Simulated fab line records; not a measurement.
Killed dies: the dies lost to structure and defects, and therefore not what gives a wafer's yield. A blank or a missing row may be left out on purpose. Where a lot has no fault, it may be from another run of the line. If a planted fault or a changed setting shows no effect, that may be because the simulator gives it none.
Which tool is to blame?	flow sky130	13 lots with 36 wafers sampled at 5 steps, on a route of 708 steps

WHAT EACH GAUGE READ, for each wafer
SKY_METAL2_RS_MEAS_05: a four-point-probe measurement.
lot	measured	on	METAL2_ALCU_RS (ohm/sq)
L295	day 33 14:52	film metro-04	0.1271 0.1257 0.1264
L296	day 34 10:52	film metro-04	0.1268 0.1254 0.1263
L297	day 34 13:15	film metro-01	0.1256 0.1274 0.1257
L302	day 36 11:07	film metro-04	0.1269 0.1279
L300	day 36 12:34	film metro-01	0.1268 0.1257
L303	day 36 23:17	film metro-04	0.1250 0.1232
L307	day 38 06:17	film metro-01	0.1278 0.1289 0.1300
L311	day 39 00:35	film metro-01	0.1289 0.1272 0.1283
L314	day 40 05:10	film metro-04	0.1296 0.1300 0.1278
L315	day 40 07:25	film metro-04	0.1255 0.1267 0.1268
L316	day 40 13:51	film metro-01	0.1267 0.1255 0.1254
L317	day 40 22:20	film metro-02	0.1245 0.1257 0.1243
L318	day 41 00:05	film metro-04	0.1274 0.1263 0.1267

SKY_VIA2_THK_MEAS_23: measures by xrf.
lot	measured	on	VIA2_W_THK (nm)
L295	day 35 23:17	film metro-04	422 426 422
L296	day 36 19:01	film metro-01	411 411 417
L297	day 36 21:04	film metro-04	427 417 424
L302	day 38 17:28	film metro-04	427 429
L300	day 38 18:38	film metro-04	433 432
L303	day 39 04:52	film metro-01	422 424
L307	day 40 10:08	film metro-03	427 422 423
L311	day 41 05:15	film metro-01	415 422 422
L314	day 42 08:19	film metro-03	415 420 423
L315	day 42 10:41	film metro-03	428 431 432
L316	day 42 16:53	film metro-04	412 415 418
L317	day 43 00:32	film metro-04	427 428 422
L318	day 43 02:52	film metro-04	427 428 436

SKY_CAPM_THK_MEAS_04: measures by xrf.
lot	measured	on	CAPM_TIN_THK (nm)
L295	day 36 00:07	film metro-03	199.4 196.4 199.8
L296	day 36 19:55	film metro-04	204.2 205.1 202.8
L297	day 36 21:53	film metro-04	199.9 202.0 198.9
L302	day 38 18:17	film metro-03	199.3 198.7
L300	day 38 19:28	film metro-04	203.2 204.0
L303	day 39 05:42	film metro-03	204.2 200.1
L307	day 40 10:58	film metro-02	203.1 200.9 199.5
L311	day 41 06:05	film metro-04	194.4 196.8 197.5
L314	day 42 09:08	film metro-02	200.2 200.7 199.6
L315	day 42 11:37	film metro-04	202.9 198.7 202.2
L316	day 42 17:43	film metro-03	202.6 200.2 202.3
L317	day 43 01:21	film metro-04	196.8 198.9 198.1
L318	day 43 03:42	film metro-04	199.9 198.4 199.1

SKY_METAL3_CD_MEAS_13: target cd 300 nm.
lot	measured	on	cd nm (nm)
L295	day 38 05:03	cd sem-01	301.9 300.0 301.2
L296	day 39 00:13	cd sem-01	299.3 301.2 300.8
L297	day 39 02:02	cd sem-02	299.4 299.4 300.7
L302	day 40 19:58	cd sem-02	300.5 290.1
L300	day 40 20:35	cd sem-01	290.9 301.3
L303	day 41 07:10	cd sem-01	301.0 290.2
L307	day 42 11:46	cd sem-02	300.7 300.7 301.1
L311	day 43 05:14	cd sem-01	302.1 301.3 302.5
L314	day 44 06:51	cd sem-01	300.5 299.5 298.5
L315	day 44 09:37	cd sem-01	300.1 300.1 299.6
L316	day 44 15:55	cd sem-01	300.9 300.7 298.5
L317	day 44 22:42	cd sem-02	299.8 300.6 299.3
L318	day 45 01:12	cd sem-02	300.9 300.6 303.3

WHAT TOOL EACH LOT RAN ON (gives the tool, then ch and the chambers of the sampled wafers, and finally the start)
lot	SKY_METAL3_EXPOSE_10
L295	krf scanner-02 ch 0, day 37 16:23
L296	krf scanner-01 ch 0, day 38 11:37
L297	krf scanner-02 ch 0, day 38 13:53
L302	krf scanner-01 ch 0, day 40 07:38
L300	krf scanner-01 ch 0, day 40 08:17
L303	krf scanner-01 ch 0, day 40 19:36
L307	krf scanner-02 ch 0, day 42 00:22
L311	krf scanner-02 ch 0, day 42 17:29
L314	krf scanner-02 ch 0, day 43 19:32
L315	krf scanner-02 ch 0, day 43 23:16
L316	krf scanner-01 ch 0, day 44 05:39
L317	krf scanner-02 ch 0, day 44 11:28
L318	krf scanner-01 ch 0, day 44 13:58
- SKY_METAL3_EXPOSE_10: exposes mask MM3, target cd 300 nm.

AS READ BY THE TOOLS THEMSELVES (means over the sampled wafers that have a number; for cases with no such wafer, the mark the record gives instead)
The record holds no such reading with a usual standard deviation.

THE ANSWER, worked out from the rows above alone
Rule: the lots themselves supply what counts as usual. The widest of any qualifying gaps counts: lots, ordered by their means at a reading, are off when they make up no more than a third of the lots, leave a main group of 4 or more, and stand apart from it by 3 or more times the standard deviation of that group's means. Not used: any main group whose means are identical at the precision the tables above print for the reading. A lot without any number at a reading at which 4 lots or more have one is off too. Any other lot the step has rows for is counted as sound. The gauges are gone through in route order, then the tools' own readings, and for those a lot's mean is taken as printed above. At the first step where some lot is off, the reading lying furthest off is the one used; lots without a number count as furthest.
Off: L302, L300, L303, at SKY_METAL3_CD_MEAS_13 (cd nm). For the main group the mean is 300.5 nm and the standard deviation 0.78.
A tool fits if, at a process step before that reading, it ran every lot that is off, and no sound lot after the first of them. Gauges at SKY_METAL3_CD_MEAS_13: tried the same way as those tools. None of those tried fits.

WHAT WAS PUT IN BY THE SIMULATOR
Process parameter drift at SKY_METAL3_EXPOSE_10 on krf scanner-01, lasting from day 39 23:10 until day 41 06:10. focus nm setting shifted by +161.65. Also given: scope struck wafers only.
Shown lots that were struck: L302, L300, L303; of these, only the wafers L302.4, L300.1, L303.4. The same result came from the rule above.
